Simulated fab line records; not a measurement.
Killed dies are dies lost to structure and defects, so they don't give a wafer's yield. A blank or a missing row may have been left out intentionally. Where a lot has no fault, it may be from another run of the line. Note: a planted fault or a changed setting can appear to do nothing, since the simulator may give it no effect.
fab line records | flow sfq-line
record lots=5 wafers=23
route steps=325 shown L0@7 L0V@18 M0@29 I0@44 M1@65 I1@78
start-h: the number of hours between the record's first day and the start of the first shown wafer of the lot | wait-h: hours since the lot's step before | " repeats the value in the row above | L1.1+2: one row covering several wafers at once | - no value, or no start given | * or withheld: withheld | < > ~ a bound
route shown NAME@n: NAME is a module with steps in the file, n the number in the route of the first one | usual: mean and standard deviation over wafers with no fault | same: alike in all rows | chamber/n: place in a boat | sites: per-site readings | _std_site: how widely they spread, as a standard deviation | _edge_site: outer sites' mean less inner sites' | radius-mm: for every site, how far away it sits from the centre of the wafer | mask NAME#n: copy n | behind: the last tool/chamber to shape the wafer | hold: why the lot was held/for how many hours/how that ended | device: whichever transistor did not switch (one of n, p or np) | end of line: tests run on the same wafers once the route is complete | where a step has no rows: the recipe by itself | killed: count of dies lost to structure and defects at first sort (not the wafer's yield) | map: shows each die of a wafer: x if killed, . if not, _ if none is there
set.NAME: the setting that was run; set.NAME@STEP: the one run at that earlier step | model.NAME: the simulator's own value behind a step, which no gauge read
lots with deliberately changed settings; one table per step, one row per wafer
## steps
# step SFQ_TRILAYER_L0_LITHO_COAT_005
# recipe resist=KrF spin-rpm=3000 resist-thk-nm=600
# columns lot.wafer tool chamber start-h wait-h set.spin-rpm model.KrF_of_TRILAYER_L0_LITHO_COAT_005.thk-nm
L074.1 litho-track-02 0 13.04 0.2 3000 602.5
L074.2 " 0 " " 3000 603.4
L074.4 " 0 " " 3000 603.9
L074.5 " 0 " " 3000 601.8
L074.6 " 0 " " 3000 603.2
L077.4 litho-track-04 0 28.22 0.2 3000 599.3
L077.5+6 " 0 " " 3000 597.8
L078.1 litho-track-03 0 33.04 0.2 2813 621.4
L078.2 " 0 " " 3000 598.9
L078.4 " 0 " " 3000 597.1
L078.5 " 0 " " 2813 619.5
L078.6 " 0 " " 2813 618.4
L080.1 litho-track-04 0 43.04 0.2 2933 607
L080.3+5 " 0 " " 2933 605.8
L080.4 " 0 " " 3000 600.2
L080.6 " 0 " " 3000 598.9
L084.1 litho-track-04 0 63.04 0.2 2798 620.2
L084.2 " 0 " " 2798 619.4
L084.3 " 0 " " 3000 599.9
L084.5 " 0 " " 3000 599.8
L084.6 " 0 " " 3000 598.9
# step SFQ_TRILAYER_L0_LITHO_PEB_008
# recipe peb-temp-c=115 peb-time-s=60 resist=KrF
# columns lot.wafer tool chamber start-h wait-h set.peb-temp-c
L074.1+2+4+5+6 litho-track-03 0 82.79 1.0 115
L077.4+5+6 litho-track-04 0 100.86 0.5 115
L078.1+2+4+5+6 litho-track-03 0 109.19 1.0 115
L080.1+4+5 litho-track-04 0 123.71 1.0 115
L080.3+6 " 0 " " 118.7
L084.1+2+6 litho-track-03 0 146.51 1.0 115
L084.3+5 " 0 " " 118.7
# step SFQ_TRILAYER_L0_LITHO_DEVELOP_007
# recipe time-s=60 resist=KrF
# step SFQ_TRILAYER_L0_BARC_OPEN_METAL_ETCH_010
# recipe mask-material=PR chemistry=O2 target-depth-nm=125 target=BARC icp-w=586.6 bias-w=80 pressure-mtorr=10 time-s=41.7
# columns lot.wafer tool chamber start-h wait-h set.peb-temp-c@TRILAYER_L0_LITHO_PEB_008 model.L0.cd-nm
L074.1+4 rie-metal-02 1 83.09 0.1 115 2000
L074.2 " 0 " " 115 2002
L074.5+6 " 0,1 " " 115 2001
L077.4 rie-metal-02 0 101.11 0.1 115 1998
L077.5 " 1 " " 115 1996
L077.6 " 0 " " 115 1999
L078.1+5+6 rie-metal-01 1,0,1 109.49 0.1 115 2003
L078.2+4 " 0 " " 115 2002
L080.1 rie-metal-01 0 124.01 0.1 115 1999
L080.3 " 0 " " 118.7 1940
L080.4+5 " 0 " " 115 2000
L080.6 " 0 " " 118.7 1939
L084.1 rie-metal-02 0 146.81 0.1 115 2004
L084.2+6 " 1,0 " " 115 2003
L084.3 " 1 " " 118.7 1943
L084.5 " 1 " " 118.7 1942
# step SFQ_TRILAYER_L0_VIA_LITHO_COAT_013
# recipe resist=KrF spin-rpm=3000 resist-thk-nm=650
# columns lot.wafer tool chamber start-h wait-h set.spin-rpm model.KrF_of_TRILAYER_L0_VIA_LITHO_COAT_013.thk-nm
L074.1 litho-track-04 0 84.50 0.2 3000 649.5
L074.2 " 0 " " 3000 648.3
L074.4 " 0 " " 3000 649.4
L074.5 " 0 " " 3000 650.7
L074.6 " 0 " " 3000 647.7
L077.4 litho-track-01 0 102.44 0.2 3000 653
L077.5 " 0 " " 3000 649.7
L077.6 " 0 " " 3000 651.1
L078.1 litho-track-01 0 111.10 0.2 3000 652
L078.2 " 0 " " 3000 650.8
L078.4 " 0 " " 2931 658.8
L078.5 " 0 " " 2931 661.2
L078.6 " 0 " " 3000 652.2
L080.1 litho-track-04 0 126.10 0.2 3000 650
L080.3 " 0 " " 3000 651.7
L080.4 " 0 " " 3000 649.1
L080.5 " 0 " " 3130 636.3
L080.6 " 0 " " 3130 636.6
L084.1 litho-track-01 0 148.02 0.2 3000 653.2
L084.2 " 0 " " 3000 652
L084.3 " 0 " " 3000 652.9
L084.5 " 0 " " 3153 635.3
L084.6 " 0 " " 3153 635.1
# step SFQ_TRILAYER_M0_DEP_SPUTTER_019
# recipe material=Nb base-pressure-pa=1.33e-06 chamber-pressure-pa=0.1333 substrate-temp-c=20 resputter-cathode-voltage-v=400 target-thk-nm=200 power-w=2000 time-s=133.3
# columns lot.wafer tool chamber start-h wait-h set.time-s model.Nb_of_TRILAYER_M0_DEP_SPUTTER_019.thk-nm
L074.1 pvd-sputter-03 - 87.70 0.0 133.3 195.9
L074.2 " - " " 126.7 188.3
L074.4 " - " " 126.7 187.5
L074.5 " - " " 133.3 196.9
L074.6 " - " " 126.7 187.7
L077.4 pvd-sputter-03 - 106.20 0.0 133.3 200.2
L077.5 " - " " 133.3 200.4
L077.6 " - " " 133.3 200.8
L078.1 pvd-sputter-03 - 114.59 0.0 133.3 199.7
L078.2 " - " " 133.3 198.4
L078.4 " - " " 118.2 175.9
L078.5 " - " " 118.2 177
L078.6 " - " " 118.2 177.9
L080.1 pvd-sputter-03 - 221.13 0.0 146.2 219
L080.3 " - " " 133.3 201.2
L080.4 " - " " 146.2 221.1
L080.5 " - " " 133.3 199.7
L080.6 " - " " 133.3 202.1
L084.1 pvd-sputter-06 - 246.31 0.0 133.3 199.3
L084.2 " - " " 133.3 198.6
L084.3 " - " " 141.7 213.1
L084.5 " - " " 133.3 200
L084.6 " - " " 141.7 212.4
# step SFQ_M0_RS_MEAS_904
# recipe thk-meas-gauge=four-point-probe reads=Nb_of_TRILAYER_M0_DEP_SPUTTER_019
# usual M0_NB_RS=0.891/0.0086
# columns lot.wafer tool chamber start-h wait-h set.time-s@TRILAYER_M0_DEP_SPUTTER_019 M0_NB_RS[ohm/sq]
L074.1 film-metro-03 - 87.79 0.0 133.3 0.910
L074.2 " - " " 126.7 0.945
L074.4 " - " " 126.7 0.951
L074.5 " - " " 133.3 0.905
L074.6 " - " " 126.7 0.951
L077.4 film-metro-03 - 106.35 0.1 133.3 0.890
L077.5 " - " " 133.3 0.888
L077.6 " - " " 133.3 0.888
L078.1 film-metro-03 - 114.68 0.0 133.3 0.893
L078.2 " - " " 133.3 0.899
L078.4 " - " " 118.2 1.014
L078.5 " - " " 118.2 1.008
L078.6 " - " " 118.2 1.003
L080.1 film-metro-01 - 221.22 0.0 146.2 0.812
L080.3 " - " " 133.3 0.884
L080.4 " - " " 146.2 0.804
L080.5 " - " " 133.3 0.891
L080.6 " - " " 133.3 0.881
L084.1 film-metro-04 - 246.40 0.0 133.3 0.891
L084.2 " - " " 133.3 0.895
L084.3 " - " " 141.7 0.833
L084.5 " - " " 133.3 0.888
L084.6 " - " " 141.7 0.836
# step SFQ_TRILAYER_M0_LITHO_COAT_021
# recipe resist=KrF spin-rpm=3000 resist-thk-nm=600
# columns lot.wafer tool chamber start-h wait-h set.spin-rpm model.KrF_of_TRILAYER_M0_LITHO_COAT_021.thk-nm
L074.1 litho-track-03 0 88.27 0.2 3127 586.1
L074.2 " 0 " " 3000 599.4
L074.4 " 0 " " 3000 -
L074.5 " 0 " " 3127 587
L074.6 " 0 " " 3127 -
L077.4 litho-track-01 0 106.92 0.2 3000 597.2
L077.5 " 0 " " 3000 597.9
L077.6 " 0 " " 3000 598.2
L078.1 litho-track-01 0 115.16 0.2 2917 606.6
L078.2 " 0 " " 2917 606.3
L078.4 " 0 " " 2917 -
L078.5+6 " 0 " " 3000 -
L080.1 litho-track-03 0 221.70 0.2 3126 -
L080.3 " 0 " " 3126 586.8
L080.4 " 0 " " 3000 -
L080.5 " 0 " " 3000 599.1
L080.6 " 0 " " 3000 599.4
L084.1 litho-track-01 0 246.88 0.2 3000 602.9
L084.2 " 0 " " 2838 617.9
L084.3+6 " 0 " " 2838 -
L084.5 " 0 " " 3000 602.3
# step SFQ_TRILAYER_M0_ETCH_METAL_ETCH_024
# recipe target=Nb stop-on=SiO2 mask-material=PR chemistry=Cl2/Ar target-depth-nm=240 icp-w=600 bias-w=80 pressure-mtorr=10 time-s=120
# columns lot.wafer tool chamber start-h wait-h set.time-s set.spin-rpm@TRILAYER_M0_LITHO_COAT_021 model.KrF_of_TRILAYER_M0_LITHO_COAT_021.thk-nm
L074.1 rie-metal-01 1 176.91 0.0 120 3127 368.1
L074.2 " 0 " " 120 3000 383.8
L074.4 " 1 " " 107.8 3000 -
L074.5 " 0 " " 120 3127 371.1
L074.6 " 1 " " 107.8 3127 -
L077.4 rie-metal-03 1 187.08 0.1 120 3000 380.2
L077.5 " 0 " " 120 3000 377.2
L077.6 " 1 " " 120 3000 380.4
L078.1 rie-metal-01 1 188.24 0.0 120 2917 387
L078.2 " 0 " " 120 2917 390
L078.4 " 1 " " 108.1 2917 -
L078.5 " 0 " " 120 3000 -
L078.6 " 1 " " 108.1 3000 -
L080.1 rie-metal-01 0 231.32 0.0 137.5 3126 -
L080.3 " 1 " " 137.5 3126 348.8
L080.4 " 0 " " 120 3000 -
L080.5 " 0 " " 137.5 3000 361.1
L080.6 " 1 " " 120 3000 382.2
L084.1 rie-metal-03 1 252.86 0.0 137.3 3000 365.4
L084.2 " 0 " " 120 2838 397.9
L084.3+6 " 1,0 " " 137.3 2838 -
L084.5 " 1 " " 120 3000 385.1
# step SFQ_TRILAYER_I0_CMP_CMP_028
# recipe material=SiO2 down-force-psi=3 platen-rpm=60 pad-velocity-m-s=0.94248
# columns lot.wafer tool chamber start-h wait-h set.leave-above-ref-nm model.SiO2_of_TRILAYER_I0_DEP_PECVD_027.thk-nm
L074.4 cmp-01 1 178.39 0.5 204.2 202.9
L074.1 " 2 " " 204.2 203.8
L074.2 " 3 " " 200 200.6
L074.5 " 0 " " 200 199.5
L074.6 " 1 " " 200 200.1
L077.4 cmp-01 1 189.89 1.7 200 198.1
L077.6 " 1 191.89 3.7 200 199.5
L077.5 " 2 " " 200 198.4
L078.1 cmp-02 2 192.02 2.8 200 200.2
L078.4 " 3 " " 200 201
L078.2 " 0 " " 200 199.6
L078.5 " 1 " " 200 200.7
L078.6 " 2 " " 200 200.4
L080.3 cmp-02 2 232.47 0.0 200 199.8
L080.4+6 " 3,2 " " 200 199.1
L080.1 " 0 " " 200 199
L080.5 " 3 234.97 2.5 200 198.4
L084.1 cmp-02 0 254.55 0.5 207.9 209
L084.2 " 1 " " 200 200
L084.3 " 2 " " 207.9 208.4
L084.6 " 3 " " 200 200.7
L084.5 " 0 " " 207.9 208.3
# step SFQ_TRILAYER_I0_METRO_MEASURE_029
# usual thk-nm=199.9/0.81
# columns lot.wafer tool chamber start-h wait-h set.leave-above-ref-nm@TRILAYER_I0_CMP_CMP_028 thk-nm
L074.1 film-metro-03 - 181.01 0.1 204.2 203.9
L074.2 " - " " 200 200.7
L074.4 " - " " 204.2 202.9
L074.5 " - " " 200 199.6
L074.6 " - " " 200 200.4
L077.4 film-metro-04 - 193.61 0.6 200 198.1
L077.5 " - " " 200 198.5
L077.6 " - " " 200 199.5
L078.1 film-metro-03 - 194.64 0.1 200 200.2
L078.2 " - " " 200 199.6
L078.4 " - " " 200 201.1
L078.5 " - " " 200 200.7
L078.6 " - " " 200 200.3
L080.1 film-metro-03 - 235.59 0.1 200 198.8
L080.3 " - " " 200 199.9
L080.4 " - " " 200 199.2
L080.5 " - " " 200 198.3
L080.6 " - " " 200 199.0
L084.1 film-metro-03 - 257.17 0.1 207.9 209.2
L084.2 " - " " 200 200.1
L084.3 " - " " 207.9 208.3
L084.5 " - " " 207.9 208.3
L084.6 " - " " 200 200.7
# step SFQ_TRILAYER_I0_VIA_ETCH_VIA_ETCH_034
# recipe target=SiO2 stop-on=Nb mask-material=PR taper-deg=20 chemistry=CHF3 target-depth-nm=260 source-w=500 bias-w=80 pressure-mtorr=30 time-s=withheld
# columns lot.wafer tool chamber start-h wait-h set.source-w set.leave-above-ref-nm@TRILAYER_I0_CMP_CMP_028 model.I0.feature-depth-nm model.etch.depth-nm
L074.1 rie-diel-03 2 279.07 0.0 500 204.2 203.8 203.8
L074.2 " 1 " " 500 200 200.6 200.6
L074.4 " 3 " " 500 204.2 202.9 -
L074.5 " 3 " " 500 200 199.5 199.5
L074.6 " 2 " " 500 200 200.1 -
L077.4 rie-diel-02 3 297.07 0.0 500 200 198.1 198.1
L077.5 " 2 " " 500 200 198.4 198.4
L077.6 " 3 " " 500 200 199.5 199.5
L078.1 rie-diel-03 2 299.47 0.0 500 200 200.2 200.2
L078.2 " 3 " " 515.1 200 199.8 199.6
L078.4 " 0 " " 515.1 200 201.3 -
L078.5 " 3 " " 500 200 200.7 -
L078.6 " 2 " " 500 200 200.4 -
L080.1 rie-diel-03 2 353.31 0.0 500 200 199 -
L080.3 " 0 " " 445.1 200 199.8 -
L080.4 " 3 " " 500 200 199.1 -
L080.5 " 2 " " 500 200 198.4 198.4
L080.6 " 3 " " 445.1 200 199.1 -
L084.1 rie-diel-02 2 375.03 0.0 449.1 207.9 209 209
L084.2 " 3 " " 449.1 200 200 200
L084.3 " 1 " " 500 207.9 208.4 -
L084.5 " 2 " " 500 207.9 208.3 -
L084.6 " 3 " " 449.1 200 200.7 -
# step SFQ_TRILAYER_M1_LITHO_EXPOSE_040
# recipe mask-id=M1 na=0.6 source-shape=conventional sigma-outer=0.65 target-cd-nm=500 dose-mj=14.4
# columns lot.wafer tool chamber start-h wait-h mask set.dose-mj
L074.1+2+4+5+6 krf-scanner-02 0 409.56 - M1#0 14.4
L077.4+5+6 krf-scanner-02 0 432.96 - M1#0 14.4
L078.1+6 krf-scanner-02 0 433.56 - M1#0 15.19
L078.2+4+5 " 0 " " M1#0 14.4
L080.1+3+4+5+6 krf-scanner-01 0 489.86 - M1#0 14.4
L084.1+2+3 krf-scanner-01 0 516.26 - M1#0 14.4
L084.5+6 " 0 " " M1#0 13.8
# step SFQ_TRILAYER_M1_LITHO_PEB_042
# recipe peb-temp-c=115 peb-time-s=60 resist=KrF
# step SFQ_TRILAYER_M1_LITHO_DEVELOP_041
# recipe time-s=60 resist=KrF
# step SFQ_TRILAYER_M1_BARC_OPEN_METAL_ETCH_054
# recipe mask-material=PR chemistry=O2 target-depth-nm=125 target=BARC icp-w=600 bias-w=80 pressure-mtorr=10 time-s=41.7
# columns lot.wafer tool chamber start-h wait-h set.dose-mj@TRILAYER_M1_LITHO_EXPOSE_040 model.M1.cd-nm
L074.1+2 rie-metal-04 0,1 411.09 0.0 14.4 501.6
L074.4 " 1 " " 14.4 500.7
L074.5 " 1 " " 14.4 500.9
L074.6 " 0 " " 14.4 501.1
L077.4 rie-metal-01 0 433.91 0.0 14.4 499.3
L077.5 " 0 " " 14.4 498.9
L077.6 " 1 " " 14.4 499.1
L078.1 rie-metal-02 1 435.09 0.0 15.19 490
L078.2 " 0 " " 14.4 499.1
L078.4 " 1 " " 14.4 499
L078.5 " 0 " " 14.4 500.2
L078.6 " 1 " " 15.19 490.3
L080.1 rie-metal-02 1 491.40 0.0 14.4 500.6
L080.3 " 0 " " 14.4 501.6
L080.4 " 1 " " 14.4 500.7
L080.5 " 0 " " 14.4 501.4
L080.6 " 1 " " 14.4 501.5
L084.1 rie-metal-01 1 517.80 0.0 14.4 499.1
L084.2 " 1 " " 14.4 498.7
L084.3 " 1 " " 14.4 499.4
L084.5 " 1 " " 13.8 506
L084.6 " 1 " " 13.8 505.6
# step SFQ_TRILAYER_M1_ETCH_METAL_ETCH_042
# recipe target=Nb stop-on=SiO2 mask-material=PR chemistry=Cl2/Ar target-depth-nm=240 icp-w=600 bias-w=80 pressure-mtorr=10 time-s=120
# columns lot.wafer tool chamber start-h wait-h set.dose-mj@TRILAYER_M1_LITHO_EXPOSE_040 model.M1.cd-nm
L074.1 rie-metal-04 0 411.15 0.0 14.4 501.1
L074.2 " 1 " " 14.4 502.2
L074.4 " 1 " " 14.4 501
L074.5 " 1 " " 14.4 500.9
L074.6 " 0 " " 14.4 501.3
L077.4+5 rie-metal-01 0 434.00 0.1 14.4 498
L077.6 " 1 " " 14.4 499.5
L078.1 rie-metal-02 1 435.15 0.0 15.19 489.7
L078.2 " 0 " " 14.4 499.4
L078.4 " 1 " " 14.4 499.2
L078.5 " 0 " " 14.4 500.3
L078.6 " 1 " " 15.19 491.6
L080.1 rie-metal-02 1 491.46 0.0 14.4 499.6
L080.3 " 0 " " 14.4 501.5
L080.4 " 1 " " 14.4 500.5
L080.5 " 0 " " 14.4 501.2
L080.6 " 1 " " 14.4 500.9
L084.1 rie-metal-01 1 517.92 0.1 14.4 498.8
L084.2 " 1 " " 14.4 497.7
L084.3 " 1 " " 14.4 498.7
L084.5 " 1 " " 13.8 505.3
L084.6 " 1 " " 13.8 505
# step SFQ_TRILAYER_I1_VIA_LITHO_COAT_049
# recipe resist=KrF spin-rpm=3000 resist-thk-nm=650
# columns lot.wafer tool chamber start-h wait-h set.spin-rpm model.KrF_of_TRILAYER_I1_VIA_LITHO_COAT_049.thk-nm
L074.1 litho-track-04 0 418.21 0.2 3000 648.3
L074.2 " 0 " " 2837 665
L074.4 " 0 " " 3000 648.7
L074.5 " 0 " " 2837 664.3
L074.6 " 0 " " 3000 646
L077.4 litho-track-03 0 439.72 0.2 3000 652
L077.5 " 0 " " 3000 648.4
L077.6 " 0 " " 3000 650.3
L078.1 litho-track-01 0 440.77 0.2 3000 652.6
L078.2 " 0 " " 2913 661.9
L078.4 " 0 " " 2913 659.8
L078.5 " 0 " " 3000 652.5
L078.6 " 0 " " 2913 661.6
L080.1 litho-track-01 0 498.77 0.2 3000 653.5
L080.3 " 0 " " 3000 654.3
L080.4 " 0 " " 3000 654.1
L080.5 " 0 " " 3000 654.2
L080.6 " 0 " " 3000 653.4
L084.1 litho-track-03 0 524.24 0.2 3000 651.9
L084.2 " 0 " " 3184 631.2
L084.3 " 0 " " 3000 653.1
L084.5 " 0 " " 3184 632.9
L084.6 " 0 " " 3184 631.4
# step SFQ_TRILAYER_I1_VIA_LITHO_SOFTBAKE_053
# recipe temp-c=withheld time-s=withheld resist=KrF
# step SFQ_TRILAYER_I1_VIA_LITHO_EXPOSE_050
# recipe mask-id=I1 na=0.6 source-shape=conventional sigma-outer=0.65 target-cd-nm=500 dose-mj=21.3
# step SFQ_TRILAYER_I1_VIA_LITHO_DEVELOP_051
# recipe time-s=60 resist=KrF
# step SFQ_TRILAYER_I1_VIA_BARC_OPEN_VIA_ETCH_071
# recipe mask-material=PR chemistry=O2 target-depth-nm=125 target=BARC source-w=500 bias-w=80 pressure-mtorr=30 time-s=41.7
# columns lot.wafer tool chamber start-h wait-h set.spin-rpm@TRILAYER_I1_VIA_LITHO_COAT_049 model.KrF_of_TRILAYER_I1_VIA_LITHO_COAT_049.thk-nm
L074.1 rie-diel-02 0 577.72 0.0 3000 571.9
L074.2 " 1 " " 2837 588.9
L074.4 " 3 " " 3000 572.6
L074.5 " 1 " " 2837 588.1
L074.6 " 2 " " 3000 569.3
L077.4 rie-diel-01 0 600.65 0.0 3000 574.1
L077.5 " 0 " " 3000 571
L077.6 " 1 " " 3000 572.9
L078.1 rie-diel-02 0 601.85 0.0 3000 575.3
L078.2 " 2 " " 2913 585
L078.4 " 3 " " 2913 583.5
L078.5 " 2 " " 3000 575.5
L078.6 " 1 " " 2913 584.9
L080.1 rie-diel-01 0 663.05 0.0 3000 576
L080.3+4+5 " 2,1,2 " " 3000 576.9
L080.6 " 3 " " 3000 576.2
L084.1 rie-diel-01 3 689.61 0.0 3000 574.2
L084.2+6 " 1,0 " " 3184 553
L084.3 " 0 " " 3000 575.2
L084.5 " 1 " " 3184 554.8
## key
split step=SFQ_TRILAYER_L0_LITHO_COAT_005 setting=spin-rpm stated=3000 by=wafer
response step=SFQ_TRILAYER_L0_LITHO_COAT_005 reading=model.KrF_of_TRILAYER_L0_LITHO_COAT_005.thk-nm change=-3.22 per=1% r=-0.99
split step=SFQ_TRILAYER_L0_LITHO_PEB_008 setting=peb-temp-c stated=115 by=wafer
response step=SFQ_TRILAYER_L0_BARC_OPEN_METAL_ETCH_010 reading=model.L0.cd-nm change=-18.7 per=1% r=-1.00
split step=SFQ_TRILAYER_L0_VIA_LITHO_COAT_013 setting=spin-rpm stated=3000 by=wafer
response step=SFQ_TRILAYER_L0_VIA_LITHO_COAT_013 reading=model.KrF_of_TRILAYER_L0_VIA_LITHO_COAT_013.thk-nm change=-3.36 per=1% r=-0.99
split step=SFQ_TRILAYER_M0_DEP_SPUTTER_019 setting=time-s stated=133.3 by=wafer
response step=SFQ_TRILAYER_M0_DEP_SPUTTER_019 reading=model.Nb_of_TRILAYER_M0_DEP_SPUTTER_019.thk-nm change=+1.97 per=1% r=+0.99
response step=SFQ_M0_RS_MEAS_904 reading=M0_NB_RS change=-0.00904 per=1% r=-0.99
split step=SFQ_TRILAYER_M0_LITHO_COAT_021 setting=spin-rpm stated=3000 by=wafer
response step=SFQ_TRILAYER_M0_LITHO_COAT_021 reading=model.KrF_of_TRILAYER_M0_LITHO_COAT_021.thk-nm change=-2.92 per=1% r=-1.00
response step=SFQ_TRILAYER_M0_ETCH_METAL_ETCH_024 reading=model.KrF_of_TRILAYER_M0_LITHO_COAT_021.thk-nm slope=-2.83 per=1% together-with=time-s@TRILAYER_M0_ETCH_METAL_ETCH_024 explained=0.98
split step=SFQ_TRILAYER_M0_ETCH_METAL_ETCH_024 setting=time-s stated=120 by=wafer
response step=SFQ_TRILAYER_M0_ETCH_METAL_ETCH_024 reading=model.KrF_of_TRILAYER_M0_LITHO_COAT_021.thk-nm change=-1.84 per=1% r=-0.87
split step=SFQ_TRILAYER_I0_CMP_CMP_028 setting=leave-above-ref-nm stated=200 by=wafer
response step=SFQ_TRILAYER_I0_CMP_CMP_028 reading=model.SiO2_of_TRILAYER_I0_DEP_PECVD_027.thk-nm change=+1.96 per=1% r=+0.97
response step=SFQ_TRILAYER_I0_METRO_MEASURE_029 reading=thk-nm change=+1.95 per=1% r=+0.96
response step=SFQ_TRILAYER_I0_VIA_ETCH_VIA_ETCH_034 reading=model.I0.feature-depth-nm change=+1.96 per=1% r=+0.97
response step=SFQ_TRILAYER_I0_VIA_ETCH_VIA_ETCH_034 reading=model.etch.depth-nm change=+2.14 per=1% r=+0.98
split step=SFQ_TRILAYER_I0_VIA_ETCH_VIA_ETCH_034 setting=source-w stated=500 by=wafer
response none clear
split step=SFQ_TRILAYER_M1_LITHO_EXPOSE_040 setting=dose-mj stated=14.4 by=wafer
response step=SFQ_TRILAYER_M1_BARC_OPEN_METAL_ETCH_054 reading=model.M1.cd-nm change=-1.67 per=1% r=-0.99
response step=SFQ_TRILAYER_M1_ETCH_METAL_ETCH_042 reading=model.M1.cd-nm change=-1.63 per=1% r=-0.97
split step=SFQ_TRILAYER_I1_VIA_LITHO_COAT_049 setting=spin-rpm stated=3000 by=wafer
response step=SFQ_TRILAYER_I1_VIA_LITHO_COAT_049 reading=model.KrF_of_TRILAYER_I1_VIA_LITHO_COAT_049.thk-nm change=-3.22 per=1% r=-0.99
response step=SFQ_TRILAYER_I1_VIA_BARC_OPEN_VIA_ETCH_071 reading=model.KrF_of_TRILAYER_I1_VIA_LITHO_COAT_049.thk-nm change=-3.3 per=1% r=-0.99
